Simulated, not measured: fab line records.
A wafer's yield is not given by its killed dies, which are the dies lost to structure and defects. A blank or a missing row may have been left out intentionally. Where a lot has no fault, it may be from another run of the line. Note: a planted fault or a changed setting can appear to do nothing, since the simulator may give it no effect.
fab line records + flow sky130
[record]
- lots = 5
- wafers = 15
- lastDay = 48
route steps=708 shown VIA1@464 METAL2@483 PAD_OPEN@708
lots untouched by any fault: they come from a run of this same line in which no faults occurred
startH: hours from the record's first day to the start of the lot's first wafer shown + waitH: hours since the lot's step before + " identical to the entry in the row above + L1.1+2: one row covering several wafers at once + - no value, or no start was given + * or withheld: withheld + < > ~ a bound
route shown NAME@n: NAME is a module with steps in the file, n the number in the route of the first one + usual: mean/standard deviation taken from wafers without a fault + same: alike in all rows + chamber/n: place in a boat + sites: readings site by site + _std_site: standard deviation of those values + _edge_site: outer sites' mean less inner sites' + radiusMm: how far each site lies from the wafer's centre + mask NAME#n: copy n + behind: the tool/chamber that last shaped the wafer + hold: reason for holding the lot/hours on hold/outcome of the hold + device: the transistor (n, p or np) that didn't switch + end of line: tests of these same wafers at the route's end + where a step has no rows: the recipe by itself + killed: not the wafer's yield, but the dies lost to structure and defects at the first sort + map: the dies of a wafer, with x for killed, . for not killed, _ for no die there
set.NAME: setting as actually run; set.NAME@STEP: the setting as run at that earlier step + model.NAME: the simulator's own value behind a step, which no gauge read
lots seen at some steps along the route; tables by step, rows by wafer
services: the hour from which a tool's chamber was out of use, counted from the record's first day as startH (under 0 if before that day), plus the number of hours and why
[[steps]]
[step SKY_VIA1_COAT_06]
[recipe]
- resist = BARC
- tempC = withheld
- timeS = withheld
- spinRpm = 3000
- resistThkNm = 60
[step SKY_VIA1_COAT_07]
[recipe]
- resist = KrF-thick
- spinRpm = 3000
- resistThkNm = 450
[step SKY_VIA1_SOFTBAKE_08]
[recipe]
- tempC = 100
- timeS = 90
- resist = KrF-thick
[step SKY_VIA1_EXPOSE_09]
[recipe]
- maskId = VIM
- na = 0.8
- sourceShape = annular
- sigmaInner = 0.55
- sigmaOuter = 0.85
- targetCdNm = 150
- doseMj = 38
[step SKY_VIA1_PEB_10]
[recipe]
- pebTempC = withheld
- pebTimeS = withheld
- resist = KrF-thick
[step SKY_VIA1_DEVELOP_11]
[recipe]
- developTimeS = 60
- resist = KrF-thick
- devTempC = 21
[step SKY_VIA1_ETCH_14]
[recipe]
- chemistry = N2/H2
- target = BARC
- ionEnergyEv = 200
- sourceW = 500
- biasW = 100
- pressureMtorr = 30
- n2FlowSccm = 100
- h2FlowSccm = 200
- stopOn = SiO2
- timeS = 45.9
- targetDepthA = 600
[step SKY_VIA1_ETCH_15]
[recipe]
- target = SiO2
- chemistry = C4F8/O2/Ar
- targetDepthNm = 351
- stopOn = TiN
- maskMaterial = KrF-thick
- sourceW = 1500
- biasW = 1200
- pressureMtorr = 40
- c4f8FlowSccm = withheld
- O2_flow_sccm = 6
- Ar_flow_sccm = 300
- timeS = 54
[step SKY_VIA1_STRIP_16]
[recipe]
- chemistry = O2/N2
- powerW = 1400
- pressureMtorr = 1500
- platenTempC = withheld
- o2FlowSccm = 3000
- n2FlowSccm = 300
- overashFraction = 0.5
[step SKY_VIA1_STRIP_17]
[recipe]
- chemistry = postEtchResidueRemover
- timeS = 1200
- tempC = 72.5
[step SKY_VIA1_CLEAN_18]
[recipe]
- chemistry = IPA
- timeS = 180
- tempC = 25
| lot.wafer  | tool        | chamber | startH | waitH |
|------------|-------------|---------|--------|-------|
| L790.1+2+4 | wetBench-02 | 0       | 791.31 | 0.0   |
| L791.1+4+5 | wetBench-03 | 3       | 797.06 | 0.0   |
| L801.1+4+5 | wetBench-02 | 0       | 881.13 | 0.0   |
| L800.1+4+5 | wetBench-02 | 1       | 883.60 | 0.0   |
| L805.1+4+6 | wetBench-02 | 2       | 908.83 | 0.0   |
[step SKY_VIA1_CLEAN_19]
[recipe]
- chemistry = O3/DIW
- dry = n2Spin
[step SKY_VIA1_SPUTTER_20]
[recipe]
- material = TiN
- targetThkNm = 20
- chamberPressurePa = 5
- powerW = 4000
- timeS = 80
[step SKY_VIA1_CVD_21]
[recipe]
- material = W
- targetThkNm = 270
- timeS = 80.902
- tempC = 400
- pressureTorr = 40
[step SKY_VIA1_CMP_24]
[recipe]
- stopOn = SiO2
- tOverpolishS = 15
- downForcePsi = 3.5
- platenRpm = 60
- targetThkNm = 0
- padVelocityMS = 0.94248
[step SKY_METAL2_SPUTTER_00]
[recipe]
- material = Ti
- targetThkNm = 15
- powerW = 3000
- timeS = 10
- chamberPressurePa = 0.4
[step SKY_METAL2_SPUTTER_01]
[recipe]
- material = TiN
- targetThkNm = 20
- powerW = 6500
- timeS = 16.7
- chamberPressurePa = 0.4
[step SKY_METAL2_SPUTTER_02]
[recipe]
- material = AlCu
- targetThkNm = 250
- powerW = 10600
- timeS = 13.3
- chamberPressurePa = 0.4
[step SKY_METAL2_SPUTTER_03]
[recipe]
- material = Ti
- targetThkNm = 5
- powerW = 3000
- timeS = 3.3
- chamberPressurePa = 0.4
[step SKY_METAL2_SPUTTER_04]
[recipe]
- material = TiN
- targetThkNm = 70
- powerW = 6500
- timeS = 58.3
- chamberPressurePa = 0.4
[step SKY_METAL2_DEHYDRATE_07]
[recipe]
- tempC = 200
- timeS = 60
[step SKY_METAL2_HMDS_08]
[recipe]
- primeTimeS = 60
- primeTempC = 120
[step SKY_METAL2_COAT_09]
[recipe]
- resist = BARC
- tempC = withheld
- timeS = withheld
- spinRpm = 3000
- resistThkNm = 60
[step SKY_METAL2_COAT_10]
[recipe]
- resist = KrF-thick
- spinRpm = 3000
- resistThkNm = 450
[step SKY_METAL2_SOFTBAKE_11]
[recipe]
- tempC = 100
- timeS = 90
- resist = KrF-thick
[step SKY_METAL2_EXPOSE_12]
[recipe]
- maskId = MM2
- na = 0.8
- sourceShape = annular
- sigmaInner = 0.55
- sigmaOuter = 0.85
- targetCdNm = 140
- doseMj = 28
[step SKY_METAL2_PEB_13]
[recipe]
- pebTempC = withheld
- pebTimeS = withheld
- resist = KrF-thick
[step SKY_METAL2_DEVELOP_14]
[recipe]
- developTimeS = 60
- resist = KrF-thick
- devTempC = 21
[step SKY_METAL2_DESCUM_17]
[recipe]
- chemistry = O2
- sourcePowerW = 150
- biasPowerW = 0
- pressureMtorr = 10
- tempC = 40
- timeS = 8
[step SKY_METAL2_ETCH_18]
[recipe]
- chemistry = N2/H2
- target = BARC
- ionEnergyEv = 200
- biasW = 100
- pressureMtorr = 30
- n2FlowSccm = 100
- h2FlowSccm = 200
- icpW = 500
- stopOn = SiO2
- timeS = 45.9
- targetDepthA = 600
[step SKY_METAL2_METAL_ETCH_19]
[recipe]
- targetDepthA = 3600
- stopOn = SiO2
- overEtchFrac = 0.3
- timeS = 78
- chemistry = Cl2/BCl3
- resistSidewallDeg = 88
- pressureMtorr = 10
- icpW = 900
- biasW = 48.5
- Cl2_flow_sccm = 60
- bcl3FlowSccm = 30
[step SKY_METAL2_STRIP_20]
[recipe]
- chemistry = O2/N2
- powerW = 1400
- pressureMtorr = 1500
- platenTempC = withheld
- o2FlowSccm = 3000
- n2FlowSccm = 300
- overashFraction = 0.5
[step SKY_METAL2_STRIP_21]
[recipe]
- chemistry = postEtchResidueRemover
- timeS = 1200
- tempC = 72.5
[step SKY_METAL2_CLEAN_22]
[recipe]
- chemistry = IPA
- timeS = 180
- tempC = 25
[step SKY_PAD_OPEN_PROBE_99]
[usual]
- defectLimitedYield = 82.4/1.9
- killed_at_M0_to_M3 = 44/7.1
- killed_at_M4_up = 3.5/2
- killedAtContacts = 24/5.3
- killedAtFrontEnd = 15/4.8
- killedAtOther = 0.1/0.35
- killedDies = 86/9.3
- killedOpen = 47/7.8
- killedShort = 39/5.9
- sort_bin_3_pad_short = 0.8/0.42
- sort_bin_5_function = 10.3/1.4
- sort_bin_6_memory = 6.4/1.1
- sortNPass = 406/9.3
- sortYieldPct = 82.4/1.9
[same]
- grossDies = 492
- killedAtBackSide = 0
- sort_bin_4_leakage[%] = 0
- sort_bin_8_speed[%] = 0
| lot.wafer | tool      | chamber | startH  | waitH | defectLimitedYield[%] | killed_at_M0_to_M3 | killed_at_M4_up | killedAtContacts | killedAtFrontEnd | killedAtOther | killedDies | killedOpen | killedShort | sort_bin_3_pad_short[%] | sort_bin_5_function[%] | sort_bin_6_memory[%] | sortNPass | sortYieldPct[%] | model.etest.tester.sortNPass | model.etest.tester.sortYieldPct | model.etest.tester.sort_bin_5_pct | model.etest.tester.sort_bin_3_pct |
|-----------|-----------|---------|---------|-------|-----------------------|--------------------|-----------------|------------------|------------------|---------------|------------|------------|-------------|-------------------------|------------------------|----------------------|-----------|-----------------|------------------------------|---------------------------------|-----------------------------------|-----------------------------------|
| L790.1    | prober-01 | -       | 1073.63 | 0.1   | 82.1                  | 36                 | 6               | 26               | 20               | 0             | 88         | 51         | 37          | 0.6                     | 10.6                   | 6.7                  | 404       | 82.1            | 404                          | 82.11                           | 10.57                             | 0.6098                            |
| L790.2    | prober-01 | -       | 1073.68 | 0.1   | 83.3                  | 40                 | 3               | 24               | 15               | 0             | 82         | 45         | 37          | 1.0                     | 9.6                    | 6.1                  | 410       | 83.3            | 410                          | 83.33                           | 9.553                             | 1.016                             |
| L790.4    | prober-01 | -       | 1073.78 | 0.2   | 81.1                  | 38                 | 4               | 29               | 22               | 0             | 93         | 58         | 35          | 0.8                     | 10.4                   | 7.7                  | 399       | 81.1            | 399                          | 81.1                            | 10.37                             | 0.813                             |
| L791.1    | prober-02 | -       | 1078.98 | 0.1   | 81.1                  | 44                 | 3               | 35               | 10               | 1             | 93         | 53         | 40          | 1.0                     | 11.4                   | 6.5                  | 399       | 81.1            | 399                          | 81.1                            | 11.38                             | 1.016                             |
| L791.4    | prober-02 | -       | 1079.13 | 0.2   | 81.1                  | 52                 | 2               | 24               | 15               | 0             | 93         | 61         | 32          | 0.2                     | 11.2                   | 7.5                  | 399       | 81.1            | 399                          | 81.1                            | 11.18                             | 0.2033                            |
| L791.5    | prober-02 | -       | 1079.18 | 0.2   | 85.2                  | 35                 | 4               | 20               | 14               | 0             | 73         | 45         | 28          | 1.0                     | 7.5                    | 6.3                  | 419       | 85.2            | 419                          | 85.16                           | 7.52                              | 1.016                             |
| L801.1    | prober-02 | -       | 1143.35 | 0.1   | 74.8                  | 85                 | 1               | 30               | 8                | 0             | 124        | 54         | 31          | 2.8                     | 15.0                   | 7.3                  | 368       | 74.8            | 368                          | 74.8                            | 15.04                             | 2.846                             |
| L801.4    | prober-02 | -       | 1143.50 | 0.2   | 77.6                  | 76                 | 2               | 19               | 13               | 0             | 110        | 37         | 35          | 4.5                     | 12.6                   | 5.3                  | 382       | 77.6            | 382                          | 77.64                           | 12.6                              | 4.472                             |
| L801.5    | prober-02 | -       | 1143.55 | 0.2   | 74.0                  | 87                 | 6               | 30               | 5                | 0             | 128        | 47         | 39          | 3.9                     | 14.2                   | 7.9                  | 364       | 74.0            | 364                          | 73.98                           | 14.23                             | 3.862                             |
| L800.1    | prober-01 | -       | 1144.94 | 0.1   | 71.1                  | 100                | 4               | 20               | 18               | 0             | 142        | 42         | 37          | 4.3                     | 16.7                   | 7.9                  | 350       | 71.1            | 350                          | 71.14                           | 16.67                             | 4.268                             |
| L800.4    | prober-01 | -       | 1145.09 | 0.2   | 70.7                  | 111                | 0               | 18               | 14               | 1             | 144        | 41         | 35          | 7.1                     | 16.3                   | 5.9                  | 348       | 70.7            | 348                          | 70.73                           | 16.26                             | 7.114                             |
| L800.5    | prober-01 | -       | 1145.14 | 0.2   | 69.7                  | 111                | 5               | 23               | 10               | 0             | 149        | 40         | 32          | 5.1                     | 17.7                   | 7.5                  | 343       | 69.7            | 343                          | 69.72                           | 17.68                             | 5.081                             |
| L805.1    | prober-01 | -       | 1162.54 | 0.1   | 70.5                  | 96                 | 2               | 28               | 19               | 0             | 145        | 57         | 40          | 4.3                     | 16.9                   | 8.3                  | 347       | 70.5            | 347                          | 70.53                           | 16.87                             | 4.268                             |
| L805.4    | prober-01 | -       | 1162.69 | 0.2   | 73.4                  | 86                 | 3               | 26               | 16               | 0             | 131        | 43         | 39          | 3.9                     | 17.7                   | 5.1                  | 361       | 73.4            | 361                          | 73.37                           | 17.68                             | 3.862                             |
| L805.6    | prober-01 | -       | 1162.79 | 0.2   | 73.4                  | 99                 | 1               | 20               | 11               | 0             | 131        | 48         | 39          | 4.7                     | 17.1                   | 4.9                  | 361       | 73.4            | 361                          | 73.37                           | 17.07                             | 4.675                             |
// killed by level:class
L790.1 VIA1:geometricParticle:open=10 VIA3:geometricParticle:open=9 CONTACT:geometricParticle:open=8 POLY_GATE:geometricParticle:open=6 LI_CONTACT:geometricParticle:open=6 CONTACT:geometricParticle:short=6 FIELD_ISO:geometricParticle:short=5 LOCAL_INTERCONNECT:geometricParticle:short=4
L790.2 VIA1:geometricParticle:open=9 CONTACT:geometricParticle:open=8 VIA3:geometricParticle:open=7 POLY_GATE:geometricParticle:short=6 METAL1:geometricParticle:short=6 LI_CONTACT:geometricParticle:open=5 FIELD_ISO:geometricParticle:open=4 LOCAL_INTERCONNECT:geometricParticle:short=4
L790.4 CONTACT:geometricParticle:open=11 VIA3:geometricParticle:open=9 METAL2:geometricParticle:short=8 VIA1:geometricParticle:open=8 LI_CONTACT:geometricParticle:open=7 FIELD_ISO:geometricParticle:short=6 VIA2:geometricParticle:open=6 LI_CONTACT:geometricParticle:short=5
L791.1 CONTACT:geometricParticle:open=15 VIA1:geometricParticle:open=13 METAL2:geometricParticle:short=10 LI_CONTACT:geometricParticle:open=8 LOCAL_INTERCONNECT:geometricParticle:short=7 POLY_GATE:geometricParticle:open=4 METAL1:geometricParticle:short=4 VIA2:geometricParticle:open=4
L791.4 VIA1:geometricParticle:open=14 CONTACT:geometricParticle:open=10 VIA2:geometricParticle:open=9 VIA3:geometricParticle:open=8 METAL2:geometricParticle:short=7 LI_CONTACT:geometricParticle:open=7 POLY_GATE:geometricParticle:open=6 CONTACT:geometricParticle:short=5
L791.5 VIA2:geometricParticle:open=9 LI_CONTACT:geometricParticle:open=8 CONTACT:geometricParticle:open=7 VIA1:geometricParticle:open=7 FIELD_ISO:geometricParticle:open=5 FIELD_ISO:geometricParticle:short=4 POLY_GATE:geometricParticle:short=4 METAL1:geometricParticle:short=4
L801.1 VIA1:unspecified=39 CONTACT:geometricParticle:open=18 VIA1:geometricParticle:open=9 VIA2:geometricParticle:short=7 METAL1:geometricParticle:short=6 VIA3:geometricParticle:open=6 LI_CONTACT:geometricParticle:open=4 METAL2:geometricParticle:short=4
L801.4 VIA1:unspecified=38 CONTACT:geometricParticle:open=8 VIA1:geometricParticle:short=8 VIA1:geometricParticle:open=8 LI_CONTACT:geometricParticle:open=6 METAL1:geometricParticle:short=5 FIELD_ISO:geometricParticle:short=4 FIELD_ISO:geometricParticle:open=3
L801.5 VIA1:unspecified=42 CONTACT:geometricParticle:open=14 VIA1:geometricParticle:open=11 CONTACT:geometricParticle:short=7 VIA3:geometricParticle:open=7 METAL2:geometricParticle:short=6 VIA1:geometricParticle:short=5 LI_CONTACT:geometricParticle:short=4
L800.1 VIA1:unspecified=63 CONTACT:geometricParticle:open=10 VIA1:geometricParticle:open=9 METAL3:geometricParticle:short=6 POLY_GATE:geometricParticle:open=5 METAL1:geometricParticle:short=4 METAL2:geometricParticle:short=4 VIA2:geometricParticle:open=4
L800.4 VIA1:unspecified=68 VIA3:geometricParticle:open=8 VIA1:geometricParticle:open=7 METAL2:geometricParticle:short=6 LOCAL_INTERCONNECT:geometricParticle:short=5 VIA2:geometricParticle:open=5 LI_CONTACT:geometricParticle:open=4 CONTACT:geometricParticle:open=4
L800.5 VIA1:unspecified=77 CONTACT:geometricParticle:open=9 LI_CONTACT:geometricParticle:open=7 VIA1:geometricParticle:open=7 VIA1:geometricParticle:short=6 METAL2:geometricParticle:short=6 CONTACT:geometricParticle:short=4 VIA2:geometricParticle:open=4
L805.1 VIA1:unspecified=48 VIA1:geometricParticle:open=11 METAL2:geometricParticle:short=10 VIA3:geometricParticle:open=10 CONTACT:geometricParticle:open=9 LI_CONTACT:geometricParticle:open=8 FIELD_ISO:geometricParticle:open=6 POLY_GATE:geometricParticle:open=6
L805.4 VIA1:unspecified=49 LI_CONTACT:geometricParticle:open=9 VIA1:geometricParticle:open=8 CONTACT:geometricParticle:open=7 METAL1:geometricParticle:short=6 VIA2:geometricParticle:open=6 POLY_GATE:geometricParticle:short=5 VIA1:geometricParticle:short=5
L805.6 VIA1:unspecified=44 VIA1:geometricParticle:open=13 METAL2:geometricParticle:short=9 VIA2:geometricParticle:open=8 METAL1:geometricParticle:short=7 VIA1:geometricParticle:short=6 CONTACT:geometricParticle:open=6 LI_CONTACT:geometricParticle:open=5
// map L800.5 (x killed, . not)
__________x..x..x..._________
________......x..x...._______
______....x.....xx..x..._____
_____....xx......xxxx.xx.____
____.x.........xxxxxx.xx..___
___.x.x..x.x..xxxxxxxxxx...__
__..x..x......xxxxxxxxxxx..._
_......x....xxxxxxxxxxx...x..
_........x..xx.xxxxxxxx......
_....xxx.x..xxxxxxxxxxxx.....
_..x..x...x...xxxxxx.x..x....
_............x.x.xxx..x......
_.........x...x.....x.....x..
_.xxx.........x..xx.x........
_....x....x.....x.........xxx
__.x.x......x...xx....x.x.x._
___....x...x......x....x...__
____.x....x..x.....x......___
_____........x....x.xx...____
______...........x......_____
________.............._______
__________..x......._________
// map L801.5 (x killed, . not)
__________.x........_________
________x...x..x..x..._______
______......x........x.._____
_____....x.x...x..x......____
____...x...x.....x..x...xx___
___x...x..........x.x..x...__
__.....x.xx................._
_...........x...x.........x..
_...x.x....xx.x.....xx..x....
_.xx...x.x............x.....x
_....x........x.......x......
_....x......xx...x........x..
_x.x.........x.......x....x..
_.x...x.......x.........x..x.
_.x....x.x..x........x..x....
__.x..x....x.......x........_
___x..xxxxxx....xx.........__
____xxxxxxxx..x..x...x.x.x___
_____xxxxxxxxx..xx..x..x.____
______xxxxxxxx..x....xx._____
________xxxxx.x..x...._______
__________xxxx.....x_________
[[services]]
| tool        | chamber | startH | hours | kind   |
|-------------|---------|--------|-------|--------|
| wetBench-02 | -       | 898.96 | 2.9   | repair |
[[key]]
[firstSign]
- step = SKY_PAD_OPEN_PROBE_99
- reading = sort_bin_3_pad_short
- direction = up
- sigmas = 8.8
- usual = 0.8
- struck = 4.5
[effect]
- step = SKY_PAD_OPEN_PROBE_99
- reading = killed_at_M0_to_M3
- direction = up
- sigmas = 7.2
- usual = 44
- struck = 95
[modelEffect]
- step = SKY_PAD_OPEN_PROBE_99
- value = etest.tester.sortNPass
- without = 404.1
- struck = 358.2
metAt SKY_VIA1_CLEAN_18
struckWafers L800.1,L800.4,L800.5,L801.1,L801.4,L801.5,L805.1,L805.4,L805.6
onsetBetween 791.31 881.13
alsoFits time
[fault]
- kind = chamberParticleSource
- tool = wetBench-02
- chamber = -
- onsetH = 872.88
- steps = SKY_VIA1_CLEAN_18
- ratePerVisitCm2 = 2.1913
- endH = 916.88
